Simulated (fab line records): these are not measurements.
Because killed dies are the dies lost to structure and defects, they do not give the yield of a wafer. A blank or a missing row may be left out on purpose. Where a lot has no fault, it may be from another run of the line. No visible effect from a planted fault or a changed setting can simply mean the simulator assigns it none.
A lot that was struck, set against a sound lot | flow gf180mcu | 15 out of 602 route steps
Sound: the wafers L982.2, L982.3, L982.4. Struck: wafers L988.1, L988.5. (L988.6 of the same lot was not struck and is left out.) The cause comes at the end.
At each step with rows: each side's tool, then ch and its chambers, then its first start. Under that, the readings that differ: sound wafers | struck wafers | difference of the means | sigmas: that difference in standard deviations of wafers without a fault.
alike: a reading whose means differ by less than 2 such deviations, as well as words and numbers matching on both sides. not compared: withheld readings; readings where some wafer has no value; bounds like >300 that might hide an equal value; numbers whose values overlap and for which the record gives no deviation.
The two part at a step that has a row with sigmas, a row that says differs or no value, or rows on one side only. Numbers that have no deviation but don't overlap get no sigmas and don't part them. A reading missing from all wafers of one side parts the sides only when that side holds two or more wafers.

GF_V3_BOW_MEAS_05:
  sound: film-metro-01 at day 22 22:11; struck: film-metro-03 at day 24 23:16
  alike: V3_BOW
then, 8 steps without rows for these wafers: GF_V3_DEHYDRATE_06 (time 60 s); GF_V3_HMDS_07 (prime time 60 s); GF_V3_COAT_08; GF_V3_COAT_09 (resist thk 1000 nm); GF_V3_SOFTBAKE_10 (time 60 s); GF_V3_EXPOSE_11 (exposes mask Via3, target cd 260 nm); GF_V3_PEB_12 (peb time 90 s); GF_V3_DEVELOP_13 (develop time 60 s).
GF_V3_CD_MEAS_14: target cd 260 nm.
  sound: cd-sem-02 at day 23 21:04; struck: cd-sem-01 at day 25 20:14
  alike: cd-nm
GF_V3_OVL_MEAS_15:
  sound: overlay-01 at day 23 21:10; struck: overlay-02 at day 25 20:22
  alike: V3_OVL
GF_V3_ETCH_16: etches BARC in N2/H2.
  sound on rie-diel-04 ch 0,1,2, day 23 21:12; struck on rie-diel-02 ch 3, day 25 20:24
  alike: bias-w, drypump-motor-current-A, oes-product-au, throttle-valve-pct
GF_V3_ETCH_17: etches SiO2 in C4F8/O2/Ar, stops on TiN, target depth 635 nm.
  sound on rie-diel-04 ch 0,1,2, day 23 21:00; struck on rie-diel-02 ch 3, day 25 20:00
  reading    | sound          | struck    | difference | sigmas
  bias-w (W) | 1197 1195 1202 | 1241 1243 | +44        | +13
  alike: oes-product-au
  not compared: model.TiN_of_M3_SPUTTER_04.thk-nm
GF_V3_STRIP_18: strips in O2/N2.
  sound on plasma-asher-02 ch 0,1, day 23 21:20; struck on plasma-asher-04 ch 0,1, day 25 20:32
  alike: drypump-motor-current-A, heater-power-w, oes-product-au
  not compared: rf-hours-counter-h
-- the record jumps here: 6 days lie between the struck wafers' starts before and after (it left off in module V3 and takes up again in module PASSIVATION, whose first step shown is number 602 of the route) --
GF_PASSIVATION_PROBE_99:
  record: rows for the struck wafers here (prober-01, day 31 22:38), none for the sound ones

## WHERE THEY PART
First at GF_V3_ETCH_17; last, within this record, at GF_PASSIVATION_PROBE_99.

WHY: what the simulator had put in
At GF_V3_ETCH_17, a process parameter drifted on rie-diel-02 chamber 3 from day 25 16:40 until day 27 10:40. Setting bias-w, moved by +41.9, from 1200. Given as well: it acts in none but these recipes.
